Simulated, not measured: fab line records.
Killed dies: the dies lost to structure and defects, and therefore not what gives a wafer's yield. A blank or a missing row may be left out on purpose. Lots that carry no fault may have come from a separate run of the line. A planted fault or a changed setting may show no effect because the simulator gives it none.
fab line records    flow sky130    part 1 of 2: steps 1 to 42 of 43
[record] lots = 6  wafers = 18  last_day = 50
route steps=708 shown LDD_LDN@294 SPACER@304 POLY_CUT@307 SD_P@320 RES_XHIGH@332 PAD_OPEN@708
lots untouched by any fault: they come from a run of this same line in which no faults occurred
start_h: the number of hours between the record's first day and the start of the first shown wafer of the lot    wait_h: hours since the lot's step before    " unchanged from the row above    L1.1+2: a single row standing in for several wafers    - no value present, or no start provided    * or withheld: withheld    < > ~ a bound
route shown NAME@n: NAME is a module with steps in the file, n the number in the route of the first one    usual: the fault-free wafers' mean and standard deviation    same: alike in all rows    chamber/n: place in a boat    sites: readings site by site    _std_site: the values' standard deviation    _edge_site: outer sites' mean less inner sites'    radius_mm: for every site, how far away it sits from the centre of the wafer    mask NAME#n: copy n    behind: the most recent tool/chamber to have shaped the wafer    hold: reason for holding the lot/hours on hold/outcome of the hold    device: the transistor (n, p or np) that didn't switch    end of line: at the end of the route, the tests of the same wafers    where a step has no rows: the recipe by itself    killed: dies lost to structure and defects at the first sort, not the wafer's yield    map: per-die view of a wafer (x killed, . not killed, _ where there is no die)
set.NAME: setting as actually run; set.NAME@STEP: the setting as run at that earlier step    model.NAME: the simulator's own value behind a step, which no gauge read
a table for each step, a row for each wafer; lots at some steps of the route
services: from which hour (start_h, from the record's first day; less than 0 if before it) a tool's chamber was out of use, for how many hours, and why
[[steps]]
[step SKY_LDD_LDN_PEB_05]
[recipe] temp_c = withheld  time_s = *  resist = NOVOLAK
[step SKY_LDD_LDN_DEVELOP_06]
[recipe] resist = NOVOLAK  developer = TMAH  develop_time_s = 58.33  dev_temp_c = 23
[step SKY_LDD_LDN_OVL_MEAS_07]
[usual] LDD_LDN_OVL = 0.1/1.2
lot.wafer  tool        chamber  start_h  wait_h  LDD_LDN_OVL[nm]
L640.2     overlay-01  -        548.94   0.1     0.5
L640.3     "           -        "        "       0.0
L640.5     "           -        "        "       0.3
L643.1     overlay-02  -        569.01   0.1     0.2
L643.2     "           -        "        "       2.1
L643.6     "           -        "        "       0.9
L646.1     overlay-02  -        588.51   0.1     -0.8
L646.5     "           -        "        "       -1.2
L646.6     "           -        "        "       -2.8
L652.1     overlay-02  -        641.43   0.1     0.3
L652.2     "           -        "        "       0.5
L652.3     "           -        "        "       0.2
L653.3     overlay-02  -        655.79   0.1     -0.2
L653.4     "           -        "        "       -0.7
L653.5     "           -        "        "       0.1
L659.1     overlay-01  -        700.51   0.1     0.2
L659.4     "           -        "        "       1.3
L659.6     "           -        "        "       0.4
[step SKY_LDD_LDN_IMPLANT_08]
[recipe] species = As  energy_kev = 15  dose_cm2 = 1.25e+13  tilt_deg = withheld  rotation_deg = 23
[step SKY_LDD_LDN_IMPLANT_09]
[recipe] species = As  energy_kev = 15  dose_cm2 = 1.25e+13  tilt_deg = withheld  rotation_deg = 113
[step SKY_LDD_LDN_IMPLANT_10]
[recipe] species = As  energy_kev = 15  dose_cm2 = 1.25e+13  tilt_deg = withheld  rotation_deg = 203
[step SKY_LDD_LDN_IMPLANT_11]
[recipe] species = As  energy_kev = 15  dose_cm2 = 1.25e+13  tilt_deg = withheld  rotation_deg = 293
[step SKY_LDD_LDN_STRIP_12]
[recipe] chemistry = O2/N2  power_w = 1400  pressure_mtorr = 1500  platen_temp_c = withheld  o2_flow_sccm = 3000  n2_flow_sccm = 300  overash_fraction = 0.5
[usual] drypump_motor_current_A = 5.8/0.53  oes_product_au = 0.716/0.0046  strip_time_to_endpoint_s = 14.19/0.033
lot.wafer  tool             chamber  start_h  wait_h  drypump_motor_current_A  oes_product_au  rf_hours_counter_h  strip_time_to_endpoint_s
L640.2     plasma_asher-03  1        549.57   0.1     5.5                      0.722           42                  14.22
L640.3     "                1        "        "       5.6                      0.713           -                   14.21
L640.5     "                0        "        "       5.3                      0.712           -                   14.23
L643.1     plasma_asher-04  1        569.65   0.1     6.3                      0.706           79                  14.19
L643.2     "                0        "        "       5.1                      0.721           79                  14.19
L643.6     "                0        "        "       5.1                      0.727           -                   14.18
L646.1     plasma_asher-04  1        589.15   0.1     6.3                      0.705           81                  14.17
L646.5     "                0        "        "       5.2                      0.713           -                   14.17
L646.6     "                1        "        "       6.3                      0.716           -                   14.16
L652.1     plasma_asher-03  0        642.07   0.1     5.3                      0.713           53                  14.18
L652.2     "                1        "        "       5.5                      0.720           53                  14.16
L652.3     "                1        "        "       5.5                      0.723           -                   14.19
L653.3     plasma_asher-03  0        656.45   0.1     5.3                      0.721           -                   14.12
L653.4     "                1        "        "       5.5                      0.713           -                   14.10
L653.5     "                0        "        "       5.3                      0.707           -                   14.12
L659.1     plasma_asher-02  1        701.15   0.1     6.5                      0.716           93                  14.21
L659.4     "                0        "        "       6.1                      0.713           -                   14.20
L659.6     "                1        "        "       6.5                      0.711           -                   14.20
[step SKY_LDD_LDN_TW_MEAS_13]
[usual] LDD_LDN_TW = 1491/9.3
lot.wafer  tool           chamber  start_h  wait_h  LDD_LDN_TW
L640.2     film_metro-04  -        549.68   0.1     1510
L640.3     "              -        "        "       1511
L640.5     "              -        "        "       1506
L643.1     film_metro-01  -        569.75   0.1     1496
L643.2     "              -        "        "       1494
L643.6     "              -        "        "       1497
L646.1     film_metro-01  -        589.25   0.1     1486
L646.5     "              -        "        "       1494
L646.6     "              -        "        "       1485
L652.1     film_metro-01  -        642.17   0.1     1478
L652.2     "              -        "        "       1475
L652.3     "              -        "        "       1474
L653.3     film_metro-01  -        656.54   0.1     1484
L653.4     "              -        "        "       1476
L653.5     "              -        "        "       1484
L659.1     film_metro-02  -        701.25   0.1     1484
L659.4     "              -        "        "       1483
L659.6     "              -        "        "       1488
[step SKY_LDD_LDN_CLEAN_14]
[recipe] chemistry = SC1/SC2  mix = 1:4:20  temp_c = 70  time_s = 150  dry = n2_spin
[step SKY_SPACER_CVD_00]
[recipe] material = Si3N4  precursor = DCS/NH3  target_thk_nm = 43.1  temp_c = 770  time_s = 740  pressure_mtorr = 250
[step SKY_SPACER_THK_MEAS_01]
[recipe] reads = Si3N4_of_SPACER_CVD_00
[usual] SPACER_CVD_00_THK = 42.9/0.37
lot.wafer  tool           chamber  start_h  wait_h  SPACER_CVD_00_THK[nm]
L640.2     film_metro-04  -        550.99   0.0     43.1
L640.3     "              -        "        "       43.1
L640.5     "              -        "        "       43.2
L643.1     film_metro-03  -        571.07   0.0     43.0
L643.2     "              -        "        "       42.7
L643.6     "              -        "        "       43.2
L646.1     film_metro-03  -        590.56   0.0     42.5
L646.5     "              -        "        "       42.5
L646.6     "              -        "        "       42.3
L652.1     film_metro-03  -        644.79   0.0     42.3
L652.2     "              -        "        "       42.7
L652.3     "              -        "        "       42.4
L653.3     film_metro-02  -        658.59   0.0     43.2
L653.4     "              -        "        "       43.8
L653.5     "              -        "        "       43.4
L659.1     film_metro-03  -        702.56   0.0     42.2
L659.4     "              -        "        "       42.0
L659.6     "              -        "        "       42.3
[step SKY_SPACER_ETCHBACK_02]
[recipe] chemistry = CH3F/O2  target = Si3N4  stop_on = SiO2  source_w = 400  bias_w = 80  pressure_mtorr = 25  ch3f_flow_sccm = 40  O2_flow_sccm = 30  time_s = 46.7  target_depth_a = 450
[usual] bias_w = 80.00/0.25  drypump_motor_current_A = 5.4/0.43  oes_product_au = 0.853/0.0059  throttle_valve_pct = 10.563/0.0083
lot.wafer  tool         chamber  start_h  wait_h  bias_w  drypump_motor_current_A  oes_product_au  rf_hours_counter_h  throttle_valve_pct
L640.2     rie_diel-02  2        551.04   0.0     80.06   4.8                      0.859           5                   10.566
L640.3     "            1        "        "       79.71   5.5                      0.854           12                  10.556
L640.5     "            3        "        "       79.89   5.4                      0.857           -                   10.568
L643.1     rie_diel-02  2        571.13   0.1     80.15   4.8                      0.856           6                   10.550
L643.2     "            3        "        "       80.47   5.4                      0.853           10                  10.553
L643.6     "            2        "        "       80.09   4.8                      0.859           -                   10.560
L646.1     rie_diel-03  0        590.62   0.1     79.81   5.0                      0.846           2                   10.574
L646.5     "            3        "        "       80.06   6.1                      0.852           -                   10.560
L646.6     "            0        "        "       79.42   5.0                      0.857           -                   10.548
L652.1     rie_diel-02  1        644.85   0.1     79.95   5.5                      0.847           14                  10.570
L652.2     "            2        "        "       79.97   4.8                      0.855           7                   10.566
L652.3     "            0        "        "       80.22   5.5                      0.851           2                   10.571
L653.3     rie_diel-02  2        658.63   0.0     79.76   4.8                      0.857           8                   10.556
L653.4     "            1        "        "       80.44   5.5                      0.867           15                  10.574
L653.5     "            1        "        "       79.92   5.5                      0.851           -                   10.555
L659.1     rie_diel-01  0        702.62   0.1     79.67   6.2                      0.836           9                   10.553
L659.4     "            1        "        "       79.66   5.2                      0.847           -                   10.571
L659.6     "            0        "        "       79.95   6.2                      0.848           -                   10.566
[step SKY_POLY_CUT_DEHYDRATE_00]
[recipe] temp_c = 200  time_s = 60
[step SKY_POLY_CUT_HMDS_01]
[recipe] prime_time_s = 60  prime_temp_c = 120
[step SKY_POLY_CUT_COAT_02]
[recipe] resist = BARC  temp_c = withheld  time_s = withheld  spin_rpm = 3000  resist_thk_nm = 60
[step SKY_POLY_CUT_COAT_03]
[recipe] resist = KrF-thick  spin_rpm = 3000  resist_thk_nm = 450
[step SKY_POLY_CUT_SOFTBAKE_04]
[recipe] temp_c = 100.8  time_s = 90  resist = KrF-thick
[step SKY_POLY_CUT_EXPOSE_05]
[recipe] mask_id = NPCM  na = 0.8  source_shape = annular  sigma_inner = 0.55  sigma_outer = 0.85  target_cd_nm = 270  dose_mj = 32
[step SKY_POLY_CUT_PEB_06]
[recipe] peb_temp_c = withheld  peb_time_s = withheld  resist = KrF-thick
[step SKY_POLY_CUT_DEVELOP_07]
[recipe] develop_time_s = 60  resist = KrF-thick  dev_temp_c = 21
[step SKY_POLY_CUT_CD_MEAS_08]
[recipe] target_cd_nm = 270
[usual] cd_nm = 270.1/1.5
lot.wafer  tool       chamber  start_h  wait_h  cd_nm
L640.2     cd_sem-02  -        580.28   -       271.1
L640.3     "          -        "        "       272.2
L640.5     "          -        "        "       272.4
L643.1     cd_sem-02  -        600.25   -       270.0
L643.2     "          -        "        "       271.9
L643.6     "          -        "        "       272.0
L646.1     cd_sem-02  -        618.86   -       272.5
L646.5     "          -        "        "       272.3
L646.6     "          -        "        "       271.4
L652.1     cd_sem-01  -        672.31   -       270.5
L652.2     "          -        "        "       269.7
L652.3     "          -        "        "       268.0
L653.3     cd_sem-02  -        686.35   -       268.1
L653.4     "          -        "        "       269.2
L653.5     "          -        "        "       268.9
L659.1     cd_sem-01  -        729.50   -       270.8
L659.4     "          -        "        "       270.1
L659.6     "          -        "        "       270.3
[step SKY_POLY_CUT_OVL_MEAS_09]
[usual] POLY_CUT_OVL = 0/5.2
lot.wafer  tool        chamber  start_h  wait_h  POLY_CUT_OVL[nm]
L640.2     overlay-02  -        580.39   0.1     2
L640.3     "           -        "        "       4
L640.5     "           -        "        "       3
L643.1     overlay-02  -        600.37   0.1     -2
L643.2     "           -        "        "       5
L643.6     "           -        "        "       0
L646.1     overlay-02  -        618.98   0.1     2
L646.5     "           -        "        "       -3
L646.6     "           -        "        "       -5
L652.1     overlay-01  -        672.43   0.1     3
L652.2     "           -        "        "       5
L652.3     "           -        "        "       6
L653.3     overlay-01  -        686.44   0.1     9
L653.4     "           -        "        "       6
L653.5     "           -        "        "       2
L659.1     overlay-02  -        729.62   0.1     -1
L659.4     "           -        "        "       -2
L659.6     "           -        "        "       -2
[step SKY_POLY_CUT_ETCH_10]
[recipe] chemistry = N2/H2  target = BARC  ion_energy_ev = 200  source_w = 500  bias_w = 100  pressure_mtorr = 30  n2_flow_sccm = 100  h2_flow_sccm = 200  stop_on = SiO2  time_s = 45.9  target_depth_a = 600
[usual] bias_w = 100.0/0.31  drypump_motor_current_A = 5.6/0.51  h2_flow_sccm = 199.9/0.59  oes_product_au = 0.855/0.0048  throttle_valve_pct = 13.225/0.0099
lot.wafer  tool         chamber  start_h  wait_h  bias_w  drypump_motor_current_A  h2_flow_sccm  oes_product_au  rf_hours_counter_h  throttle_valve_pct
L640.2     rie_diel-01  3        580.42   0.0     99.6    4.9                      200.6         0.856           5                   13.222
L640.3     "            1        "        "       99.9    5.2                      199.7         0.847           3                   13.221
L640.5     "            0        "        "       99.6    6.2                      199.6         0.852           -                   13.225
L643.1     rie_diel-02  3        600.40   0.0     99.5    5.4                      199.5         0.856           11                  13.225
L643.2     "            2        "        "       100.3   4.8                      200.4         0.853           6                   13.220
L643.6     "            2        "        "       99.6    4.9                      200.7         0.855           -                   13.230
L646.1     rie_diel-01  1        619.02   0.0     100.2   5.2                      200.0         0.856           3                   13.229
L646.5     "            1        "        "       100.4   5.2                      200.1         0.860           -                   13.201
L646.6     "            0        "        "       100.4   6.2                      200.0         0.848           -                   13.230
L652.1     rie_diel-04  3        672.47   0.0     100.0   5.9                      200.0         0.859           6                   13.234
L652.2     "            2        "        "       100.5   6.5                      199.8         0.856           1                   13.233
L652.3     "            1        "        "       100.1   5.8                      199.6         0.852           11                  13.241
L653.3     rie_diel-01  2        686.47   0.0     99.9    5.5                      200.3         0.844           1                   13.231
L653.4     "            0        "        "       99.6    6.2                      200.5         0.861           9                   13.236
L653.5     "            3        "        "       99.8    4.8                      199.8         0.845           -                   13.214
L659.1     rie_diel-01  2        729.65   0.0     100.5   5.5                      201.1         0.858           2                   13.206
L659.4     "            0        "        "       99.9    6.2                      200.0         0.848           9                   13.229
L659.6     "            2        "        "       100.0   5.5                      200.1         0.862           -                   13.242
[step SKY_POLY_CUT_ETCH_11]
[recipe] target = Si3N4  chemistry = CF4/CH2F2/Ar  stop_on = poly-Si  source_w = 600  bias_w = 150  pressure_mtorr = 40  cf4_flow_sccm = 40  ch2f2_flow_sccm = 20  Ar_flow_sccm = 150  time_s = 42.5  target_depth_a = 600
[usual] bias_w = 150.0/0.41  drypump_motor_current_A = 5.6/0.52  mfc_ar_sccm = 150.0/0.46  oes_product_au = 0.829/0.006  throttle_valve_pct = 14.993/0.0088
lot.wafer  tool         chamber  start_h  wait_h  bias_w  drypump_motor_current_A  mfc_ar_sccm  oes_product_au  rf_hours_counter_h  throttle_valve_pct
L640.2     rie_diel-01  3        580.46   0.0     150.6   4.9                      149.1        0.823           5                   14.990
L640.3     "            1        "        "       149.9   5.2                      149.5        0.833           3                   14.988
L640.5     "            0        "        "       150.2   6.3                      150.4        0.832           -                   15.005
L643.1     rie_diel-02  3        600.44   0.0     150.4   5.4                      150.5        0.828           11                  14.987
L643.2     "            2        "        "       150.0   4.8                      149.5        0.832           6                   14.998
L643.6     "            2        "        "       150.0   4.8                      150.4        0.825           -                   14.997
L646.1     rie_diel-01  1        619.06   0.0     150.0   5.2                      151.0        0.832           3                   14.990
L646.5     "            1        "        "       150.6   5.2                      150.2        0.841           -                   14.998
L646.6     "            0        "        "       150.1   6.2                      149.7        0.832           -                   14.989
L652.1     rie_diel-04  3        672.51   0.0     150.6   5.9                      150.2        0.827           6                   14.979
L652.2     "            2        "        "       150.0   6.6                      150.2        0.838           1                   14.995
L652.3     "            1        "        "       149.7   5.7                      150.9        0.825           11                  14.990
L653.3     rie_diel-01  2        686.51   0.0     148.9   5.5                      149.6        0.833           1                   15.003
L653.4     "            0        "        "       150.6   6.2                      150.3        0.844           9                   15.009
L653.5     "            3        "        "       149.9   4.8                      150.0        0.833           -                   14.992
L659.1     rie_diel-01  2        729.70   0.0     149.5   5.5                      149.3        0.828           2                   14.994
L659.4     "            0        "        "       150.5   6.2                      150.7        0.832           9                   14.994
L659.6     "            2        "        "       150.3   5.4                      149.3        0.833           -                   15.010
[step SKY_POLY_CUT_STRIP_12]
[recipe] chemistry = O2/N2  power_w = 1400  pressure_mtorr = 1500  platen_temp_c = withheld  o2_flow_sccm = 3000  n2_flow_sccm = 300  overash_fraction = 0.5
[usual] drypump_motor_current_A = 5.8/0.43  oes_product_au = 0.452/0.0047  strip_time_to_endpoint_s = 5.352/0.016
lot.wafer  tool             chamber  start_h  wait_h  drypump_motor_current_A  oes_product_au  rf_hours_counter_h  strip_time_to_endpoint_s
L640.2     plasma_asher-02  1        580.50   0.0     6.5                      0.451           82                  5.362
L640.3     "                1        "        "       6.5                      0.454           -                   5.353
L640.5     "                1        "        "       6.5                      0.446           -                   5.351
L643.1     plasma_asher-01  1        600.49   0.0     6.1                      0.451           18                  5.327
L643.2     "                0        "        "       5.4                      0.449           18                  5.341
L643.6     "                0        "        "       5.4                      0.441           -                   5.336
L646.1     plasma_asher-03  1        619.10   0.0     5.5                      0.446           51                  5.369
L646.5     "                0        "        "       5.3                      0.465           -                   5.372
L646.6     "                1        "        "       5.5                      0.449           -                   5.365
L652.1     plasma_asher-01  1        672.55   0.0     6.1                      0.451           24                  5.324
L652.2     "                0        "        "       5.4                      0.459           24                  5.346
L652.3     "                1        "        "       6.1                      0.455           -                   5.337
L653.3     plasma_asher-02  1        686.58   0.1     6.5                      0.453           -                   5.329
L653.4     "                0        "        "       6.1                      0.454           -                   5.333
L653.5     "                1        "        "       6.5                      0.467           -                   5.348
L659.1     plasma_asher-03  0        729.74   0.0     5.3                      0.453           62                  5.338
L659.4     "                0        "        "       5.3                      0.452           -                   5.361
L659.6     "                0        "        "       5.3                      0.449           -                   5.373
[step SKY_SD_P_DEHYDRATE_00]
[recipe] temp_c = 200  time_s = 60
[step SKY_SD_P_HMDS_01]
[recipe] prime_time_s = 60  prime_temp_c = 120
[step SKY_SD_P_COAT_02]
[recipe] resist = NOVOLAK  spin_rpm = 3000  resist_thk_nm = 1140
[step SKY_SD_P_SOFTBAKE_03]
[recipe] temp_c = 90  time_s = 60  resist = NOVOLAK
[step SKY_SD_P_EXPOSE_04]
[recipe] mask_id = PSDM  na = 0.6  source_shape = conventional  sigma_outer = 0.6  polarization = unpolarized  target_cd_nm = 380  dose_mj = 138
[step SKY_SD_P_PEB_05]
[recipe] temp_c = withheld  time_s = *  resist = NOVOLAK
[step SKY_SD_P_DEVELOP_06]
[recipe] resist = NOVOLAK  developer = TMAH  develop_time_s = 60  dev_temp_c = 23
[step SKY_SD_P_CD_MEAS_07]
[recipe] target_cd_nm = 380
[usual] cd_nm = 379.9/2.4
lot.wafer  tool       chamber  start_h  wait_h  cd_nm
L640.2     cd_sem-02  -        609.15   0.1     379.9
L640.3     "          -        "        "       379.0
L640.5     "          -        "        "       379.6
L643.1     cd_sem-02  -        628.08   0.1     383.1
L643.2     "          -        "        "       383.8
L643.6     "          -        "        "       380.0
L646.1     cd_sem-01  -        647.53   0.1     376.8
L646.5     "          -        "        "       375.7
L646.6     "          -        "        "       377.4
L652.1     cd_sem-01  -        699.65   0.1     378.0
L652.2     "          -        "        "       377.4
L652.3     "          -        "        "       375.9
L653.3     cd_sem-02  -        713.72   0.1     379.7
L653.4     "          -        "        "       378.0
L653.5     "          -        "        "       377.2
L659.1     cd_sem-01  -        756.68   0.1     380.9
L659.4     "          -        "        "       382.3
L659.6     "          -        "        "       382.0
[step SKY_SD_P_OVL_MEAS_08]
[usual] SD_P_OVL = 1.5/1.6
lot.wafer  tool        chamber  start_h  wait_h  SD_P_OVL[nm]
L640.2     overlay-02  -        609.26   0.1     -0.7
L640.3     "           -        "        "       1.4
L640.5     "           -        "        "       0.4
L643.1     overlay-02  -        628.20   0.1     0.0
L643.2     "           -        "        "       0.2
L643.6     "           -        "        "       -0.7
L646.1     overlay-01  -        647.65   0.1     1.2
L646.5     "           -        "        "       2.3
L646.6     "           -        "        "       2.6
L652.1     overlay-02  -        699.77   0.1     0.9
L652.2     "           -        "        "       1.2
L652.3     "           -        "        "       1.8
L653.3     overlay-02  -        713.81   0.1     2.3
L653.4     "           -        "        "       1.8
L653.5     "           -        "        "       2.7
L659.1     overlay-01  -        756.80   0.1     3.6
L659.4     "           -        "        "       5.0
L659.6     "           -        "        "       4.6
[step SKY_SD_P_IMPLANT_09]
[recipe] species = BF2  energy_kev = 20  dose_cm2 = 3e+15  tilt_deg = 0
[step SKY_SD_P_STRIP_10]
[recipe] chemistry = O2/N2  power_w = 1400  pressure_mtorr = 1500  platen_temp_c = withheld  o2_flow_sccm = 3000  n2_flow_sccm = 300  overash_fraction = 0.5
[usual] drypump_motor_current_A = 5.6/0.44  oes_product_au = 0.618/0.0043  strip_time_to_endpoint_s = 17.49/0.034
lot.wafer  tool             chamber  start_h  wait_h  drypump_motor_current_A  oes_product_au  rf_hours_counter_h  strip_time_to_endpoint_s
L640.2     plasma_asher-01  0        609.44   0.1     5.4                      0.620           19                  17.48
L640.3     "                0        "        "       5.5                      0.618           -                   17.50
L640.5     "                1        "        "       6.1                      0.617           -                   17.49
L643.1     plasma_asher-01  1        628.39   0.1     6.1                      0.614           21                  17.47
L643.2     "                0        "        "       5.4                      0.619           21                  17.50
L643.6     "                1        "        "       6.1                      0.625           -                   17.50
L646.1     plasma_asher-01  0        647.84   0.1     5.4                      0.622           22                  17.52
L646.5     "                1        "        "       6.1                      0.618           -                   17.50
L646.6     "                0        "        "       5.4                      0.623           -                   17.51
L652.1     plasma_asher-01  1        699.95   0.1     6.2                      0.614           27                  17.51
L652.2     "                0        "        "       5.4                      0.629           27                  17.48
L652.3     "                0        "        "       5.4                      0.620           -                   17.53
L653.3     plasma_asher-01  1        714.02   0.1     6.1                      0.605           -                   17.48
L653.4     "                0        "        "       5.4                      0.626           -                   17.52
L653.5     "                0        "        "       5.4                      0.622           -                   17.50
L659.1     plasma_asher-01  0        756.99   0.1     5.3                      0.615           33                  17.50
L659.4     "                1        "        "       6.1                      0.620           -                   17.43
L659.6     "                1        "        "       6.0                      0.612           -                   17.51
[step SKY_SD_P_TW_MEAS_11]
[usual] SD_P_TW = 2835/15
lot.wafer  tool           chamber  start_h  wait_h  SD_P_TW
L640.2     film_metro-03  -        609.55   0.1     2811
L640.3     "              -        "        "       2812
L640.5     "              -        "        "       2818
L643.1     film_metro-01  -        628.49   0.1     2830
L643.2     "              -        "        "       2824
L643.6     "              -        "        "       2827
L646.1     film_metro-01  -        647.94   0.1     2819
L646.5     "              -        "        "       2814
L646.6     "              -        "        "       2842
L652.1     film_metro-03  -        700.05   0.1     2839
L652.2     "              -        "        "       2857
L652.3     "              -        "        "       2819
L653.3     film_metro-01  -        714.11   0.1     2842
L653.4     "              -        "        "       2830
L653.5     "              -        "        "       2830
L659.1     film_metro-01  -        757.09   0.1     2840
L659.4     "              -        "        "       2857
L659.6     "              -        "        "       2857
[step SKY_RES_XHIGH_DEHYDRATE_00]
[recipe] temp_c = 200  time_s = 60
[step SKY_RES_XHIGH_HMDS_01]
[recipe] prime_time_s = 60  prime_temp_c = 120
[step SKY_RES_XHIGH_COAT_02]
[recipe] resist = NOVOLAK  spin_rpm = 3000  resist_thk_nm = 1140
[step SKY_RES_XHIGH_SOFTBAKE_03]
[recipe] temp_c = 90  time_s = 60  resist = NOVOLAK
